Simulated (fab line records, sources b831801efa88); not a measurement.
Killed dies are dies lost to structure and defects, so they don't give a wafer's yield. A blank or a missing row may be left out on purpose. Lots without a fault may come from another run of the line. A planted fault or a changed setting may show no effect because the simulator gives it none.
Which tool did it? | flow gf180mcu | 6 lots, 18 wafers sampled, at 4 steps of a route of 602

WHAT THE GAUGES READ, wafer by wafer
GF_PASSIVATION_THK_MEAS_01.
lot  | measured     | on            | PASSIVATION_CVD_00_THK (nm)
L844 | day 28 23:53 | film_metro-03 | 996 987 991
L849 | day 30 10:40 | film_metro-02 | 1003 1006 1008
L853 | day 31 19:02 | film_metro-01 | 1077 1096 1118
L860 | day 33 11:32 | film_metro-01 | 987 975 1015
L862 | day 33 20:42 | film_metro-01 | 999 991 1012
L864 | day 34 11:47 | film_metro-03 | 994 999 1017

WHICH TOOL RAN EACH LOT (tool, then ch and the chambers of the sampled wafers, then the start)
lot  | GF_M5_STRIP_11                       | GF_TOP_METAL_SPUTTER_00      | GF_PASSIVATION_CVD_00
L844 | plasma_asher-04 ch 0,1, day 27 03:02 | pvd_sputter-01, day 28 02:29 | pecvd-02 ch 0,1,2, day 28 23:49
L849 | plasma_asher-01 ch 0,1, day 28 16:44 | pvd_sputter-02, day 29 14:26 | pecvd-03 ch 0,1,2, day 30 10:35
L853 | plasma_asher-03 ch 0,1, day 30 03:05 | pvd_sputter-03, day 31 00:55 | pecvd-02 ch 0,1,2, day 31 18:58
L860 | plasma_asher-01 ch 0,1, day 31 20:56 | pvd_sputter-03, day 32 17:02 | pecvd-03 ch 0,1,2, day 33 11:25
L862 | plasma_asher-03 ch 0, day 32 07:56   | pvd_sputter-03, day 33 03:49 | pecvd-03 ch 0,1,2, day 33 20:35
L864 | plasma_asher-03 ch 0,1, day 32 23:35 | pvd_sputter-01, day 33 19:04 | pecvd-04 ch 0,1, day 34 11:41
- GF_M5_STRIP_11: strips in O2/N2.
- GF_TOP_METAL_SPUTTER_00: material Ti, target thk 37.5 nm, time 150 s.
- GF_PASSIVATION_CVD_00: deposits SiO2 from TEOS, target thk 1000 nm, time 111.95 s.

THE ANSWER, worked out from the rows above alone
Rule: what is usual is taken from the lots themselves. Put in order of their means at a reading, lots are off if they are a third of the lots or fewer, leave a main group of 4 or more, and stand apart from it by a gap of 3 or more times the standard deviation of the main group's means; of several such gaps the widest counts. A main group whose means are all the same, to the digits that the tables above print for the reading, isn't used. A lot without any number at a reading at which 4 lots or more have one is off too. The other lots that the step has rows for count as sound.
Off: L853, at GF_PASSIVATION_THK_MEAS_01 (PASSIVATION_CVD_00_THK). The main group: mean 999 nm, standard deviation 5.8.
A tool fits if, at a process step before that reading, it ran every lot that is off, and no sound lot after the first of them. The gauges at GF_PASSIVATION_THK_MEAS_01 are tried like those tools. One fits: pecvd-02 at GF_PASSIVATION_CVD_00. Its last sound lot is L844 (day 28 23:49), its first lot that is off L853 (day 31 18:58): a fault that began between those two fits.

WHAT THE SIMULATOR HAD PUT IN
Process parameter drift: pecvd-02, from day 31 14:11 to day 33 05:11, at GF_PASSIVATION_CVD_00. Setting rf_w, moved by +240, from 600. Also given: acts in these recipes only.
Lots struck among those shown: L853. The rule above found the same.
